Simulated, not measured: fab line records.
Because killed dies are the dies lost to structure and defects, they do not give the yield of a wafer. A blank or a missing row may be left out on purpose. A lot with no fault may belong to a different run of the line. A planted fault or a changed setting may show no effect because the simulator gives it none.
A struck lot beside a sound one | flow sfqLine | 14 out of 325 route steps
Sound: wafers L562.1, L562.2, L562.6. The struck wafers were L574.3, L574.4. The cause is named last.
Each step with rows lists, per side, the tool, then ch with its chambers, then its first start. Under that, the readings that differ: sound wafers | struck wafers | difference of the means | sigmas: that difference in standard deviations of wafers without a fault.
alike: same words and numbers on both sides, and readings whose means sit less than 2 such deviations apart. not compared: any withheld reading, any reading some wafer has no value for, any bound like >300 that may hide the same value, and any number with overlapping values for which the record gives no deviation.
A row with sigmas, a row that says differs or no value, or rows on one side alone: a step with any of these is where the two part. Numbers that don't overlap but have no deviation are shown without sigmas and don't part them. A reading that every wafer of one side lacks parts them only if that side has two wafers or more.

first, 1 step without rows for these wafers: SFQ_TRILAYER_M2_STRIP_SOLV_CLEAN_062 (cleans in NMP, time 600 s).
SFQ_TRILAYER_I2_DEP_PECVD_063: deposits SiO2 from SiH4/N2O, time 111.11 s, target thk 500 nm.
  sound on pecvd-01 ch 0,2, day 24 02:25; struck on pecvd-03 ch 0,1, day 34 02:46
  alike: heaterPowerW, throttleValvePct
  not compared: sinceWetCleanH
SFQ_TRILAYER_I2_CMP_CMP_064: polishes SiO2.
  sound on cmp-02 ch 0,2,3, day 24 10:00; struck on cmp-01 ch 1,2, day 34 03:50
reading             | sound       | struck  | difference | sigmas
timeToEndpointS (s) | 210 208 209 | 227 221 | +15        | +2
  alike: motorCurrentA
SFQ_I2_BOW_MEAS_917:
  sound on filmMetro-01 at day 24 12:00; struck on filmMetro-01 at day 34 05:53
  alike: I2_BOW
SFQ_TRILAYER_I2_METRO_MEASURE_065:
  sound on filmMetro-01 at day 24 12:07; struck on filmMetro-01 at day 34 06:22
  alike: thkNm
then, 6 steps without rows for these wafers: SFQ_TRILAYER_I2_VIA_LITHO_COAT_072 (resist thk 62 nm); SFQ_TRILAYER_I2_VIA_LITHO_COAT_067 (resist thk 650 nm); SFQ_TRILAYER_I2_VIA_LITHO_SOFTBAKE_071; SFQ_TRILAYER_I2_VIA_LITHO_EXPOSE_068 (exposes mask I2, target cd 500 nm); SFQ_TRILAYER_I2_VIA_LITHO_PEB_070 (peb time 60 s); SFQ_TRILAYER_I2_VIA_LITHO_DEVELOP_069 (time 60 s).
SFQ_I2_OVL_MEAS_918:
  sound on overlay-01 at day 30 21:28; struck on overlay-02 at day 34 22:37
  alike: I2_OVL
SFQ_TRILAYER_I2_VIA_BARC_OPEN_VIA_ETCH_096: etches BARC in O2, target depth 125 nm, time 41.7 s.
  sound on rieDiel-03 ch 1,2, day 30 21:31; struck on rieDiel-03 ch 2,3, day 34 22:38
reading             | sound             | struck      | difference | sigmas
oesProductAu (a.u.) | 0.686 0.680 0.686 | 0.677 0.670 | -0.011     | -2
runLengthS (s)      | 70.5 69.9 70.3    | 71.9 72.3   | +1.9       | +5
  alike: drypumpMotorCurrentA
  not compared: rfHoursCounterH
SFQ_TRILAYER_I2_VIA_ETCH_VIA_ETCH_070: etches SiO2 in CHF3, stops on Nb, target depth 260 nm.
  sound on rieDiel-03 ch 1,2, day 30 21:33; struck on rieDiel-03 ch 2,3, day 34 22:40
  alike: drypumpMotorCurrentA, oesProductAu

WHERE THEY PART
First at SFQ_TRILAYER_I2_CMP_CMP_064; last, within this record, at SFQ_TRILAYER_I2_VIA_BARC_OPEN_VIA_ETCH_096. Later steps at which nothing parts them and some readings are alike: SFQ_TRILAYER_I2_VIA_ETCH_VIA_ETCH_070.

WHY: the cause the simulator had injected
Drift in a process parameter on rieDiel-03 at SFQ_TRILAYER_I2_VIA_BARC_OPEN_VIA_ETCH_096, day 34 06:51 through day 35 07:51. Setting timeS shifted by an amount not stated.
